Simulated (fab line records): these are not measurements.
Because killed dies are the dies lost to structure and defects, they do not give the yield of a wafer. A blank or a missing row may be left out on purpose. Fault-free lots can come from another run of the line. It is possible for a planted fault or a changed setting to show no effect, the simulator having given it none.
2 desks, one fault    flow sky130    what lay behind the numbers comes last; until then each desk has only its own

AT THE METROLOGY DESK
What the gauges read, lot by lot, whatever tool the lot ran on: means of the sampled wafers that have a number. The brackets show how far a lot's mean lies from the usual mean; more than 4 standard deviations puts the lot out of limits, marked OUT.
Columns: A = LDD_HVP_TW at SKY_LDD_HVP_TW_MEAS_10, usual 453.4; B = LDD_LDN_OVL at SKY_LDD_LDN_OVL_MEAS_07, usual 1.0 nm
lot   first seen here  A      B
L319  day 22 02:16     455.4  0.2
L321  day 22 12:04     452.9  -0.8
L328  day 26 08:58     449.7  0.3
L326  day 26 11:16     455.0  0.2
L334  day 28 00:42     452.4  2.6
L340  day 29 04:51     449.7  0.2
Finding of this desk: none of the 6 lots has anything out of limits.

AT THE TOOL OWNER'S DESK: implanter-02
SKY_LDD_LDN_IMPLANT_11, tool's own readings: per-lot mean of the sampled wafers with a number, covering each lot this tool ran. The brackets show how far a lot's mean lies from the usual mean; more than 4 standard deviations puts the lot out of limits, marked OUT.
Columns: A = beam-energy-keV at SKY_LDD_LDN_IMPLANT_11, usual 14.999
lot   first seen here  A
L319  day 23 08:19     14.999
L328  day 27 14:10     15.701 (+99 or more) OUT
L326  day 27 16:26     15.706 (+99 or more) OUT
Finding of this desk: L326, L328 out of limits; the first was L328 at day 27 14:10, on beam-energy-keV at SKY_LDD_LDN_IMPLANT_11. Within limits: L319.

PUT TOGETHER
The tool owner's desk could have raised an alarm at day 27 14:10, on L326, L328.
Metrology desk: nothing out of limits seen.
The metrology desk holds a record of L326, L328, inside its limits.
Every lot named ran SKY_LDD_LDN_IMPLANT_11 on implanter-02.

WHAT THE SIMULATOR PUT IN
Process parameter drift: implanter-02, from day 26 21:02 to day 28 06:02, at SKY_LDD_LDN_IMPLANT_11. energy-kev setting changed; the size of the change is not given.
Struck lots among those shown: L326, L328.
Hours from the fault's start to each desk's first reading out of limits: the tool owner's desk, 17.
